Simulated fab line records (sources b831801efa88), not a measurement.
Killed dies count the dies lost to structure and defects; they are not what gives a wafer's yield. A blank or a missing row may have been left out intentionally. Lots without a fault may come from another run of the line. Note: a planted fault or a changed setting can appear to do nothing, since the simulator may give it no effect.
fab line records	flow sky130
record: lots: 10	wafers: 30	last_day: 50
route steps=708 shown LI_CONTACT@384 LOCAL_INTERCONNECT@402 CONTACT@408
lots untouched by any fault: they come from a run of this same line in which no faults occurred
start_h: start of the lot's first displayed wafer, in hours after the record's first day	wait_h: hours since the lot's step before	" repeats the value in the row above	L1.1+2: several wafers, shown together as one row	- either no value or no given start	* or withheld: withheld	< > ~ a bound
route shown NAME@n: NAME is a module with steps in the file, n the number in the route of the first one	usual: average and standard deviation across the fault-free wafers	same: alike in all rows	chamber/n: place in a boat	sites: readings site by site	_std_site: the values' standard deviation	_edge_site: the outer-site mean with the inner-site mean subtracted	radius_mm: how far each site lies from the wafer's centre	mask NAME#n: copy n	behind: the tool/chamber that last shaped the wafer	hold: why the lot went on hold/how many hours it stayed there/how the hold came to an end	device: transistor that didn't switch, given as n, p or np	end of line: the same wafers' tests at the end of the route	a step with no rows: only its recipe	killed: not the wafer's yield, but the dies lost to structure and defects at the first sort	map: the dies of a wafer, with x for killed, . for not killed, _ for no die there
set.NAME: the setting as run; set.NAME@STEP: as run at that earlier step	model.NAME: the simulator's own value behind a step, which no gauge read
the route's steps for a sample of lots (tables are steps, rows are wafers)
services: from which hour (start_h, from the record's first day; less than 0 if before it) a tool's chamber was out of use, for how many hours, and why
== steps ==
step: SKY_LI_CONTACT_RS_MEAS_22
recipe: thk_meas_gauge: four-point-probe	reads: W_of_LI_CONTACT_CVD_21+TiN_of_LI_CONTACT_SPUTTER_20+Ti_of_LI_CONTACT_SPUTTER_19
usual: LI_CONTACT_W_RS: 0.286/0.0034
lot.wafer	tool	chamber	start_h	wait_h	LI_CONTACT_W_RS[ohm/sq]
L424.2	film_metro-04	-	679.10	0.1	0.285
L424.5	"	-	"	"	0.286
L424.6	"	-	"	"	0.284
L425.1	film_metro-01	-	687.51	0.1	0.291
L425.5	"	-	"	"	0.291
L425.6	"	-	"	"	0.285
L426.2	film_metro-01	-	699.57	0.2	0.291
L426.4	"	-	"	"	0.288
L426.5	"	-	"	"	0.290
L427.1	film_metro-01	-	705.44	0.1	0.284
L427.3	"	-	"	"	0.288
L427.5	"	-	"	"	0.287
L430.2	film_metro-02	-	729.76	0.1	0.288
L430.4	"	-	"	"	0.283
L430.6	"	-	"	"	0.288
L433.2	film_metro-01	-	756.69	0.2	0.293
L433.4	"	-	"	"	0.291
L433.5	"	-	"	"	0.290
L434.1	film_metro-04	-	771.43	0.1	0.283
L434.3	"	-	"	"	0.288
L434.6	"	-	"	"	0.283
L436.2	film_metro-04	-	778.98	0.1	0.285
L436.3	"	-	"	"	0.286
L436.4	"	-	"	"	0.284
L445.4	film_metro-02	-	850.24	0.1	0.282
L445.5	"	-	"	"	0.280
L445.6	"	-	"	"	0.282
L446.2	film_metro-01	-	853.10	0.1	0.287
L446.3	"	-	"	"	0.289
L446.5	"	-	"	"	0.288
step: SKY_LI_CONTACT_CMP_24
recipe: stop_on: PSG	t_overpolish_s: 20	down_force_psi: 3.5	platen_rpm: 60	target_thk_nm: 0	pad_velocity_m_s: 0.94248
usual: motor_current_A: 11.0/1.5	overpolish_run_s: 20.000/0.0094	slurry_filter_dp_kPa: 13.51/0.15	slurry_flow_ml_min: 150.1/0.48	time_to_endpoint_s: 95/4.2
lot.wafer	tool	chamber	start_h	wait_h	motor_current_A	overpolish_run_s	slurry_filter_dp_kPa	slurry_flow_ml_min	time_to_endpoint_s
L424.2	cmp-01	2	679.36	0.1	13.3	20.006	13.77	149.5	98
L424.5	"	0	"	"	9.2	20.007	13.53	149.9	98
L424.6	"	1	"	"	12.9	19.997	13.36	150.2	95
L425.1	cmp-02	2	687.84	0.2	13.1	19.994	13.46	149.6	98
L425.6	"	3	"	"	10.2	20.006	13.48	150.7	98
L425.5	"	0	"	"	9.7	20.000	13.59	150.1	99
L426.2	cmp-01	2	699.83	0.1	12.8	19.990	13.48	150.6	90
L426.4	"	3	"	"	10.6	20.005	13.39	150.1	86
L426.5	"	1	"	"	12.1	20.002	13.66	149.9	86
L427.1	cmp-01	1	705.62	0.1	11.8	20.010	13.76	150.4	91
L427.3	"	3	"	"	10.0	19.998	13.34	150.8	87
L427.5	"	1	"	"	12.1	20.013	13.42	150.4	90
L430.4	cmp-01	0	730.02	0.1	8.8	20.002	13.38	151.2	96
L430.2	"	1	"	"	12.6	20.004	13.51	149.9	94
L430.6	"	3	"	"	9.9	19.994	13.69	149.8	93
L433.2	cmp-01	0	756.85	0.0	9.6	19.994	13.38	150.2	89
L433.4	"	2	"	"	12.9	20.003	13.59	149.0	95
L433.5	"	1	"	"	12.4	20.012	13.66	149.6	94
L434.1	cmp-01	2	771.61	0.1	12.7	20.002	13.60	149.9	97
L434.3	"	3	"	"	9.9	20.014	13.33	150.5	89
L434.6	"	2	"	"	12.6	19.995	13.48	149.7	96
L436.4	cmp-01	0	779.14	0.0	9.7	20.004	13.47	150.8	97
L436.3	"	1	"	"	12.3	19.994	13.45	150.2	96
L436.2	"	3	"	"	10.4	19.997	13.50	149.3	91
L445.4	cmp-01	1	850.51	0.2	12.8	20.010	13.11	150.3	91
L445.5	"	2	"	"	12.5	20.008	13.36	150.9	96
L445.6	"	3	"	"	10.1	19.984	13.70	150.4	91
L446.2	cmp-02	1	853.36	0.1	11.8	19.999	13.72	150.0	87
L446.3	"	2	"	"	13.5	20.001	13.44	149.4	93
L446.5	"	3	"	"	9.8	20.011	13.33	150.4	91
step: SKY_LOCAL_INTERCONNECT_STRIP_15
recipe: chemistry: O2/N2	power_w: 1400	pressure_mtorr: 1500	platen_temp_c: withheld	o2_flow_sccm: 3000	n2_flow_sccm: 300	overash_fraction: 0.5
usual: chamber_pressure_mTorr: 1500.0/1.2	drypump_motor_current_A: 5.9/0.41	oes_product_au: 0.427/0.0045	strip_time_to_endpoint_s: 4.729/0.023
lot.wafer	tool	chamber	start_h	wait_h	chamber_pressure_mTorr	drypump_motor_current_A	oes_product_au	rf_hours_counter_h	strip_time_to_endpoint_s
L424.2	plasma_asher-04	0	709.31	0.0	1499.8	5.3	0.420	27	4.714
L424.5	"	1	"	"	1499.9	6.0	0.425	-	4.742
L424.6	"	0	"	"	1501.3	5.3	0.426	-	4.700
L425.1	plasma_asher-04	1	717.36	0.0	1499.7	6.0	0.431	28	4.715
L425.5	"	0	"	"	1501.2	5.3	0.426	-	4.726
L425.6	"	1	"	"	1497.7	6.0	0.429	-	4.704
L426.2	plasma_asher-02	0	729.08	0.0	1500.6	5.6	0.427	98	4.778
L426.4	"	1	"	"	1498.3	6.0	0.434	-	4.740
L426.5	"	1	"	"	1499.8	6.0	0.428	-	4.760
L427.1	plasma_asher-04	1	734.51	0.0	1501.6	6.0	0.422	30	4.732
L427.3	"	1	"	"	1500.4	6.0	0.427	-	4.705
L427.5	"	1	"	"	1500.4	6.0	0.430	-	4.732
L430.2	plasma_asher-01	0	758.56	0.0	1502.3	6.2	0.424	64	4.720
L430.4	"	0	"	"	1500.5	6.3	0.425	-	4.706
L430.6	"	1	"	"	1499.5	6.5	0.429	-	4.709
L433.2	plasma_asher-02	1	785.53	0.0	1501.4	6.0	0.432	4	4.750
L433.4	"	1	"	"	1500.2	6.0	0.426	-	4.711
L433.5	"	0	"	"	1500.7	5.7	0.437	-	4.712
L434.1	plasma_asher-01	1	799.76	0.0	1501.4	6.5	0.432	68	4.720
L434.3	"	1	"	"	1499.7	6.5	0.420	-	4.709
L434.6	"	0	"	"	1500.2	6.3	0.435	-	4.709
L436.2	plasma_asher-01	0	807.72	0.1	1499.2	6.2	0.426	69	4.783
L436.3	"	1	"	"	1499.6	6.5	0.435	-	4.760
L436.4	"	0	"	"	1500.0	6.2	0.424	-	4.768
L445.4	plasma_asher-01	0	877.64	0.1	1499.0	6.2	0.419	-	4.664
L445.5	"	1	"	"	1500.1	6.5	0.429	-	4.720
L445.6	"	0	"	"	1499.2	6.2	0.425	-	4.683
L446.2	plasma_asher-04	1	880.66	0.0	1499.6	6.0	0.429	46	4.727
L446.3	"	0	"	"	1500.0	5.2	0.423	-	4.729
L446.5	"	0	"	"	1500.3	5.2	0.424	-	4.745
step: SKY_CONTACT_HDPCVD_02
recipe: material: SiO2	target_thk_nm: 565	sigma_open_frac: 0.3	time_s: 94.2	temp_c: 600	sih4_flow_sccm: 60	pressure_mtorr: 6
usual: sih4_flow_sccm: 60.02/0.19	susceptor_temp_C: 600.00/0.28
lot.wafer	tool	chamber	start_h	wait_h	sih4_flow_sccm	susceptor_temp_C
L424.2	hdpcvd-01	0	710.08	0.0	59.98	599.75
L424.5	"	1	"	"	60.15	600.25
L424.6	"	2	"	"	60.22	600.14
L425.1	hdpcvd-01	2	718.05	0.1	59.93	599.90
L425.5	"	2	"	"	59.59	600.27
L425.6	"	0	"	"	60.17	599.87
L426.2	hdpcvd-02	0	729.77	0.0	60.29	599.99
L426.4	"	1	"	"	60.09	600.22
L426.5	"	0	"	"	59.99	599.87
L427.1	hdpcvd-02	2	735.26	0.1	59.79	600.16
L427.3	"	1	"	"	60.16	599.73
L427.5	"	0	"	"	59.76	600.20
L430.2	hdpcvd-01	1	759.33	0.0	59.73	599.99
L430.4	"	1	"	"	59.84	599.75
L430.6	"	0	"	"	60.14	600.15
L433.2	hdpcvd-01	2	786.24	0.0	59.86	599.97
L433.4	"	2	"	"	59.68	600.14
L433.5	"	1	"	"	72.22	599.98
L434.1	hdpcvd-01	1	800.44	0.1	72.36	600.51
L434.3	"	2	"	"	60.09	599.82
L434.6	"	0	"	"	60.03	599.81
L436.2	hdpcvd-02	0	808.42	0.0	59.76	599.72
L436.3	"	2	"	"	59.99	599.91
L436.4	"	1	"	"	60.05	600.07
L445.4	hdpcvd-02	0	878.33	0.1	60.02	599.75
L445.5	"	1	"	"	59.94	600.61
L445.6	"	2	"	"	60.37	599.89
L446.2	hdpcvd-02	1	881.38	0.0	60.24	600.07
L446.3	"	2	"	"	60.07	600.11
L446.5	"	0	"	"	59.75	600.34
step: SKY_CONTACT_THK_MEAS_03
recipe: reads: SiO2_of_CONTACT_HDPCVD_02
usual: CONTACT_HDPCVD_THK: 563/7.6
lot.wafer	tool	chamber	start_h	wait_h	CONTACT_HDPCVD_THK[nm]
L424.2	film_metro-01	-	710.16	0.0	576
L424.5	"	-	"	"	570
L424.6	"	-	"	"	560
L425.1	film_metro-04	-	718.12	0.0	554
L425.5	"	-	"	"	559
L425.6	"	-	"	"	571
L426.2	film_metro-03	-	729.85	0.0	566
L426.4	"	-	"	"	565
L426.5	"	-	"	"	566
L427.1	film_metro-01	-	735.33	0.0	558
L427.3	"	-	"	"	566
L427.5	"	-	"	"	566
L430.2	film_metro-01	-	759.41	0.0	577
L430.4	"	-	"	"	576
L430.6	"	-	"	"	579
L433.2	film_metro-01	-	786.32	0.0	552
L433.4	"	-	"	"	552
L433.5	"	-	"	"	676
L434.1	film_metro-01	-	800.51	0.0	682
L434.3	"	-	"	"	552
L434.6	"	-	"	"	572
L436.2	film_metro-01	-	808.50	0.0	561
L436.3	"	-	"	"	559
L436.4	"	-	"	"	566
L445.4	film_metro-01	-	878.39	0.0	563
L445.5	"	-	"	"	560
L445.6	"	-	"	"	561
L446.2	film_metro-01	-	881.46	0.0	563
L446.3	"	-	"	"	561
L446.5	"	-	"	"	564
step: SKY_CONTACT_CMP_04
recipe: material: SiO2	down_force_psi: 4	platen_rpm: 60	pad_velocity_m_s: 0.94248
usual: motor_current_A: 11.9/1.6	slurry_filter_dp_kPa: 13.49/0.14	slurry_flow_ml_min: 150.0/0.5	time_to_endpoint_s: 80/4.6
lot.wafer	tool	chamber	start_h	wait_h	motor_current_A	slurry_filter_dp_kPa	slurry_flow_ml_min	time_to_endpoint_s
L424.2	cmp-01	3	710.26	0.1	11.2	13.39	149.7	80
L424.6	"	2	"	"	13.5	13.52	150.3	78
L424.5	"	3	"	"	10.6	13.28	150.1	77
L425.1	cmp-01	3	718.28	0.1	11.2	13.26	149.9	72
L425.6	"	1	"	"	13.3	13.45	150.2	81
L425.5	"	2	"	"	13.8	13.47	149.8	80
L426.2	cmp-02	0	729.95	0.1	10.0	13.51	149.8	90
L426.4	"	2	"	"	13.6	13.53	149.4	85
L426.5	"	0	"	"	10.3	13.55	149.7	89
L427.1	cmp-01	3	735.39	0.1	11.1	13.47	150.0	75
L427.3	"	2	"	"	13.8	13.77	151.2	79
L427.5	"	3	"	"	11.3	13.48	149.5	78
L430.4	cmp-02	1	759.56	0.1	12.9	13.12	150.1	81
L430.2	"	2	"	"	14.1	13.45	149.6	87
L430.6	"	0	"	"	10.7	13.51	149.9	89
L433.4	cmp-01	2	786.37	0.0	13.4	13.43	149.9	78
L433.2	"	0	"	"	10.3	13.49	150.8	75
L433.5	"	3	"	"	11.3	13.56	150.3	120
L434.3	cmp-02	0	800.61	0.1	9.9	13.65	148.9	80
L434.1	"	1	"	"	11.9	13.78	150.1	120
L434.6	"	1	"	"	12.1	13.43	151.0	84
L436.3	cmp-02	0	808.55	0.0	10.1	13.18	150.8	79
L436.2	"	1	"	"	12.0	13.62	149.8	75
L436.4	"	2	"	"	14.8	13.35	150.0	83
L445.4	cmp-01	3	878.57	0.2	10.6	13.32	150.4	76
L445.5	"	0	"	"	10.5	13.60	150.3	80
L445.6	"	1	"	"	13.3	13.53	149.7	79
L446.3	cmp-01	0	881.51	0.0	9.9	13.48	151.0	74
L446.2	"	3	"	"	11.3	13.37	149.9	73
L446.5	"	0	"	"	10.1	13.53	150.0	75
== services ==
tool	chamber	start_h	hours	kind
hdpcvd-02	-	664.55	0.7	repair
hdpcvd-02	0	665.75	-	clean
hdpcvd-02	1	665.75	-	clean
hdpcvd-02	2	665.75	-	clean
plasma_asher-01	-	671.89	0.4	repair
plasma_asher-04	-	679.80	14.6	pm
hdpcvd-01	0	689.89	9.6	repair
cmp-01	-	707.66	2.5	repair
cmp-02	-	711.00	5.0	repair
cmp-02	-	720.97	1.5	repair
hdpcvd-01	-	723.31	0.9	repair
plasma_asher-01	-	727.87	5.4	repair
plasma_asher-02	-	733.75	9.0	pm
cmp-02	-	744.86	4.0	pm
cmp-02	-	748.86	-	consumable_replace:conditioner
cmp-02	-	748.86	-	consumable_replace:pad
cmp-01	-	760.72	2.7	pm
plasma_asher-02	-	772.40	2.8	repair
cmp-01	-	772.44	0.5	repair
plasma_asher-04	-	778.07	1.8	repair
cmp-01	-	799.99	0.9	repair
plasma_asher-04	-	849.97	2.8	pm
plasma_asher-01	-	862.99	14.6	pm
hdpcvd-01	-	866.40	14.6	pm
== key ==
first_sign: step: SKY_CONTACT_HDPCVD_02	reading: sih4_flow_sccm	direction: up	sigmas: 65	usual: 60.02	struck: 72.29
effect: step: SKY_CONTACT_THK_MEAS_03	reading: CONTACT_HDPCVD_THK	direction: up	sigmas: 15	usual: 563	struck: 679
effect: step: SKY_CONTACT_CMP_04	reading: time_to_endpoint_s	direction: up	sigmas: 8.7	usual: *	struck: *
met_at SKY_CONTACT_HDPCVD_02
struck_lots L433,L434
struck_wafers L433.5,L434.1
tester_left_out L433,L434
not_acting_at SKY_LI_CONTACT_RS_MEAS_22,SKY_LI_CONTACT_CMP_24,SKY_LOCAL_INTERCONNECT_STRIP_15
onset_between 759.33 786.24
fault: kind: process_parameter_drift	tool: hdpcvd-01	chamber: 1	onset_h: 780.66	steps: SKY_CONTACT_HDPCVD_02	channel: sih4_flow_sccm	offset: 12	shape: step	end_h: 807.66	acts_in: these_recipes_only	stated: 60
tester_left_out: of these lots the tester's yield and bins aren't shown, on N5 and GAA mostly nor the transistor test; their killed dies are dies lost to structure and defects alone, not to doping, threshold or leakage, so they don't give the yield
